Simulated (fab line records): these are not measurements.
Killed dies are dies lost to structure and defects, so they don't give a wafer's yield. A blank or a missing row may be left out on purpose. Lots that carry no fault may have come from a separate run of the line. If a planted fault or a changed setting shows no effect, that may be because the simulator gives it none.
2 desks looking at one fault	flow sky130	numbers are kept per desk, each desk with only its own; the story behind them comes last

FOR THE TOOL OWNER'S DESK: rie_diel-04
The tool's own readings at SKY_LI_CONTACT_ETCH_14 (etches BARC in N2/H2, stops on SiO2, time 45.9 s, target depth 60 nm): means of the sampled wafers that have a number, for each lot that ran on this tool. The brackets show how far a lot's mean lies from the usual mean; more than 4 standard deviations puts the lot out of limits, marked OUT.
Columns: A = drypump_motor_current_A at SKY_LI_CONTACT_ETCH_14, usual 5.9 A; B = h2_flow_sccm at SKY_LI_CONTACT_ETCH_14, usual 200.1 sccm; C = oes_product_au at SKY_LI_CONTACT_ETCH_14, usual 0.855 a.u.; D = run_length_s at SKY_LI_CONTACT_ETCH_14, usual 74.2 s; E = throttle_valve_pct at SKY_LI_CONTACT_ETCH_14, usual 13.223 %
lot	first seen here	A	B	C	D	E
L420	day 29 09:48	6.3	200.5	0.855	73.9	13.226
L422	day 30 12:24	6.2	199.8	0.853	74.0	13.220
L431	day 33 11:00	6.1	199.5	0.852	74.1	13.226
L433	day 33 17:30	6.0	199.6	0.935 (+17) OUT	56.1 (-50) OUT	13.229
L434	day 33 20:49	6.2	200.2	0.922 (+14) OUT	56.1 (-50) OUT	13.224
L436	day 34 14:12	5.9	200.0	0.933 (+17) OUT	56.5 (-49) OUT	13.217
This desk's verdict: out of limits on L433, L434, L436, starting with L433 at day 33 17:30 (oes_product_au at SKY_LI_CONTACT_ETCH_14). In limits: L420, L422, L431.

FROM THE METROLOGY DESK
Means of the sampled wafers that have a number, per lot and without regard to the tool the lot ran on: this is what the gauges read. The brackets show how far a lot's mean lies from the usual mean; more than 4 standard deviations puts the lot out of limits, marked OUT.
Columns: A = LOCAL_INTERCONNECT_OVL at SKY_LOCAL_INTERCONNECT_OVL_MEAS_12, usual 1 nm
lot	first seen here	A
L420	day 30 15:43	-4
L422	day 31 17:49	-9
L426	day 32 15:08	-4
L428	day 33 10:20	5
L431	day 34 15:38	8
L433	day 34 21:29	4
L434	day 35 01:05	0
L436	day 35 17:46	-2
L439	day 36 16:56	4
L440	day 37 00:29	-1
L442	day 37 10:56	-3
L443	day 37 18:13	1
This desk found nothing out of limits on any of the 12 lots.

PUT TOGETHER
An alarm could have come from the tool owner's desk at day 33 17:30, on L433, L434, L436.
Metrology desk: nothing out of limits seen.
The metrology desk holds a record of L433, L434, L436, inside its limits.
All the named lots went through SKY_LI_CONTACT_ETCH_14 on rie_diel-04.

WHAT THE SIMULATOR HAD INSERTED
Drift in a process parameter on rie_diel-04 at SKY_LI_CONTACT_ETCH_14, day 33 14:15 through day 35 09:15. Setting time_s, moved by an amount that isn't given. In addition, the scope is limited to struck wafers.
Lots struck among those shown: L433, L434, L436.
How many hours passed from the start of the fault until each desk's first out-of-limits reading: the tool owner's desk, 3.
